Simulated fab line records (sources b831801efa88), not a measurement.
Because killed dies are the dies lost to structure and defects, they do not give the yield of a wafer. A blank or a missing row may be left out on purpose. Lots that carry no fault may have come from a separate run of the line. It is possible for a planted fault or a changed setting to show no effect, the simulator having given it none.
Which of the tools did it? + flow gf180mcu + Sampling: 11 lots, 33 wafers, 7 of 602 route steps

== WHAT THE GAUGES READ, wafer by wafer ==
GF_NWELL_TW_MEAS_11.
| lot  | measured    | on           | NWELL_TW       |
|------|-------------|--------------|----------------|
| L706 | day 4 08:13 | filmMetro-03 | 1565 1563 1563 |
| L707 | day 4 23:35 | filmMetro-03 | 1562 1560 1567 |
| L709 | day 5 04:14 | filmMetro-03 | 1563 1562 1552 |
| L710 | day 5 06:43 | filmMetro-01 | 1833 1842 1833 |
| L711 | day 5 15:38 | filmMetro-03 | 1837 1833 1830 |
| L712 | day 5 19:58 | filmMetro-03 | 1567 1571 1560 |
| L713 | day 5 20:19 | filmMetro-01 | 1567 1576 1565 |
| L718 | day 6 23:52 | filmMetro-03 | 1563 1564 1557 |
| L719 | day 7 05:42 | filmMetro-03 | 1555 1553 1554 |
| L720 | day 7 08:49 | filmMetro-02 | 1537 1542 1534 |
| L725 | day 8 16:55 | filmMetro-03 | 1569 1556 1564 |

GF_LVPWELL_TW_MEAS_11.
| lot  | measured    | on           | LVPWELL_TW     |
|------|-------------|--------------|----------------|
| L706 | day 4 21:41 | filmMetro-02 | 547 547 549    |
| L707 | day 5 14:37 | filmMetro-03 | 559 556 554    |
| L709 | day 5 18:16 | filmMetro-01 | 561 556 559    |
| L710 | day 5 20:52 | filmMetro-03 | 1366 1370 1362 |
| L711 | day 6 05:56 | filmMetro-03 | 1371 1373 1375 |
| L712 | day 6 09:58 | filmMetro-03 | 559 558 555    |
| L713 | day 6 11:10 | filmMetro-01 | 566 566 566    |
| L718 | day 7 14:49 | filmMetro-01 | 559 558 560    |
| L719 | day 7 22:05 | filmMetro-01 | 562 563 560    |
| L720 | day 8 00:35 | filmMetro-01 | 565 564 565    |
| L725 | day 9 09:52 | filmMetro-02 | 545 547 550    |

GF_MVSD_TW_MEAS_11.
| lot  | measured     | on           | MVSD_TW        |
|------|--------------|--------------|----------------|
| L706 | day 5 12:28  | filmMetro-01 | 1575 1576 1575 |
| L707 | day 6 04:42  | filmMetro-01 | 1585 1597 1598 |
| L709 | day 6 08:42  | filmMetro-01 | 1599 1604 1595 |
| L710 | day 6 11:42  | filmMetro-02 | 1806 1808 1804 |
| L711 | day 6 20:41  | filmMetro-02 | 1809 1811 1807 |
| L712 | day 7 01:16  | filmMetro-02 | 1543 1541 1545 |
| L713 | day 7 02:18  | filmMetro-03 | 1563 1555 1561 |
| L718 | day 8 07:27  | filmMetro-02 | 1543 1538 1541 |
| L719 | day 8 14:05  | filmMetro-02 | 1536 1540 1546 |
| L720 | day 8 17:05  | filmMetro-03 | 1572 1571 1575 |
| L725 | day 10 03:56 | filmMetro-01 | 1590 1591 1597 |

GF_V1_THK_MEAS_25: measures by xrf.
| lot  | measured     | on           | V1_W_THK (nm) |
|------|--------------|--------------|---------------|
| L706 | day 19 08:17 | filmMetro-03 | 355 353 353   |
| L707 | day 20 19:48 | filmMetro-03 | 351 351 355   |
| L709 | day 20 23:35 | filmMetro-04 | 347 344 347   |
| L710 | day 21 04:28 | filmMetro-02 | 350 356 355   |
| L711 | day 21 23:57 | filmMetro-02 | 349 353 351   |
| L712 | day 22 06:47 | filmMetro-04 | 354 348 358   |
| L713 | day 22 06:05 | filmMetro-04 | 359 361 361   |
| L718 | day 24 02:46 | filmMetro-03 | 356 351 346   |
| L719 | day 24 21:03 | filmMetro-04 | 344 350 348   |
| L720 | day 24 22:38 | filmMetro-04 | 349 348 350   |
| L725 | day 26 08:29 | filmMetro-03 | 349 352 355   |

== EACH LOT AND THE TOOL THAT RAN IT (in order: tool; ch and the chambers of the sampled wafers; start) ==
| lot  | GF_DNWELL_COAT_02               | GF_V1_ETCH_16                     | GF_V1_SPUTTER_21            |
|------|---------------------------------|-----------------------------------|-----------------------------|
| L706 | lithoTrack-01 ch 0, day 3 11:46 | rieDiel-02 ch 1,2,3, day 19 07:17 | pvdSputter-04, day 19 07:57 |
| L707 | lithoTrack-04 ch 0, day 4 01:59 | rieDiel-03 ch 1,2, day 20 18:41   | pvdSputter-02, day 20 19:21 |
| L709 | lithoTrack-03 ch 0, day 4 06:28 | rieDiel-03 ch 0,2,3, day 20 22:35 | pvdSputter-01, day 20 23:15 |
| L710 | lithoTrack-04, day 4 09:02      | rieDiel-02 ch 1,3, day 21 03:26   | pvdSputter-01, day 21 04:08 |
| L711 | lithoTrack-01, day 4 17:14      | rieDiel-01 ch 0,3, day 21 22:56   | pvdSputter-04, day 21 23:36 |
| L712 | lithoTrack-01 ch 0, day 4 22:44 | rieDiel-03 ch 2,3, day 22 05:47   | pvdSputter-02, day 22 06:26 |
| L713 | lithoTrack-03 ch 0, day 4 23:19 | rieDiel-02 ch 0,1,3, day 22 05:05 | pvdSputter-01, day 22 05:44 |
| L718 | lithoTrack-04 ch 0, day 6 01:35 | rieDiel-03 ch 0,1,3, day 24 01:26 | pvdSputter-01, day 24 02:26 |
| L719 | lithoTrack-04 ch 0, day 6 07:32 | rieDiel-01 ch 2,3, day 24 20:02   | pvdSputter-01, day 24 20:42 |
| L720 | lithoTrack-01 ch 0, day 6 10:04 | rieDiel-03 ch 0,1,3, day 24 21:38 | pvdSputter-04, day 24 22:18 |
| L725 | lithoTrack-01 ch 0, day 7 15:20 | rieDiel-03 ch 0,3, day 26 07:29   | pvdSputter-01, day 26 08:08 |
- GF_DNWELL_COAT_02: resist thk 3000 nm.
- GF_V1_ETCH_16: etches BARC in N2/H2.
- GF_V1_SPUTTER_21: material Ti, target thk 15 nm, time 80.02 s.

== AS READ BY THE TOOLS THEMSELVES (means over the sampled wafers that have a number; for cases with no such wafer, the mark the record gives instead) ==
GF_DNWELL_COAT_02.
| lot  | tool          | chillPlateTempC (C) | dispensePressureKPa (kPa) |
|------|---------------|---------------------|---------------------------|
| L706 | lithoTrack-01 | 22.98               | 47.3                      |
| L707 | lithoTrack-04 | 22.87               | 53.2                      |
| L709 | lithoTrack-03 | 23.07               | 48.2                      |
| L710 | lithoTrack-04 | -                   | -                         |
| L711 | lithoTrack-01 | -                   | -                         |
| L712 | lithoTrack-01 | 23.04               | 47.2                      |
| L713 | lithoTrack-03 | 22.92               | 48.2                      |
| L718 | lithoTrack-04 | 22.93               | 53.2                      |
| L719 | lithoTrack-04 | 23.03               | 53.2                      |
| L720 | lithoTrack-01 | 22.98               | 47.2                      |
| L725 | lithoTrack-01 | 22.88               | 47.3                      |

GF_V1_ETCH_16.
| lot  | tool       | drypumpMotorCurrentA (A) | oesProductAu (a.u.) | throttleValvePct (%) |
|------|------------|--------------------------|---------------------|----------------------|
| L706 | rieDiel-02 | 5.5                      | 0.855               | 13.219               |
| L707 | rieDiel-03 | 5.7                      | 0.860               | 13.222               |
| L709 | rieDiel-03 | 6.1                      | 0.858               | 13.218               |
| L710 | rieDiel-02 | 5.2                      | 0.855               | 13.229               |
| L711 | rieDiel-01 | 5.5                      | 0.851               | 13.227               |
| L712 | rieDiel-03 | 6.1                      | 0.856               | 13.221               |
| L713 | rieDiel-02 | 5.4                      | 0.849               | 13.228               |
| L718 | rieDiel-03 | 6.0                      | 0.855               | 13.224               |
| L719 | rieDiel-01 | 6.0                      | 0.853               | 13.215               |
| L720 | rieDiel-03 | 6.0                      | 0.851               | 13.221               |
| L725 | rieDiel-03 | 6.2                      | 0.860               | 13.234               |

GF_V1_SPUTTER_21.
| lot  | tool          | cathodeDcPowerW (W) | throttleValvePct (%) |
|------|---------------|---------------------|----------------------|
| L706 | pvdSputter-04 | 2500.1              | 30.1                 |
| L707 | pvdSputter-02 | 2499.6              | 29.3                 |
| L709 | pvdSputter-01 | 2499.9              | 30.1                 |
| L710 | pvdSputter-01 | 2499.9              | 29.8                 |
| L711 | pvdSputter-04 | 2499.8              | 30.0                 |
| L712 | pvdSputter-02 | 2500.1              | 29.3                 |
| L713 | pvdSputter-01 | 2499.7              | 29.9                 |
| L718 | pvdSputter-01 | 2500.4              | 30.2                 |
| L719 | pvdSputter-01 | 2499.8              | 29.7                 |
| L720 | pvdSputter-04 | 2500.1              | 29.5                 |
| L725 | pvdSputter-01 | 2499.6              | 29.5                 |

== THE ANSWER, worked out from the rows above alone ==
Rule: the lots themselves supply what counts as usual. Put in order of their means at a reading, lots are off if they are a third of the lots or fewer, leave a main group of 4 or more, and stand apart from it by a gap of 3 or more times the standard deviation of the main group's means; of several such gaps the widest counts. If all means in a main group match to the digits the tables above print for the reading, that group is not used. A lot without any number at a reading at which 4 lots or more have one is off too. Any other lot the step has rows for is counted as sound. Order of review: gauges by route order, followed by the tools' own readings, for which a lot's mean as printed above is used. At the first step where some lot is off, the reading lying furthest off is the one used; lots without a number count as furthest.
Off: L710, L711, at GF_NWELL_TW_MEAS_11 (NWELL_TW). The main group: mean 1560, standard deviation 8.8.
A tool fits if, at a process step before that reading, it ran every lot that is off, and no sound lot after the first of them. Not tried: the gauges at GF_NWELL_TW_MEAS_11; whatever is off there is also off at GF_MVSD_TW_MEAS_11, on other tools, and gauge error can't account for it. Of those tried, none fits.

== WHAT THE SIMULATOR PUT IN ==
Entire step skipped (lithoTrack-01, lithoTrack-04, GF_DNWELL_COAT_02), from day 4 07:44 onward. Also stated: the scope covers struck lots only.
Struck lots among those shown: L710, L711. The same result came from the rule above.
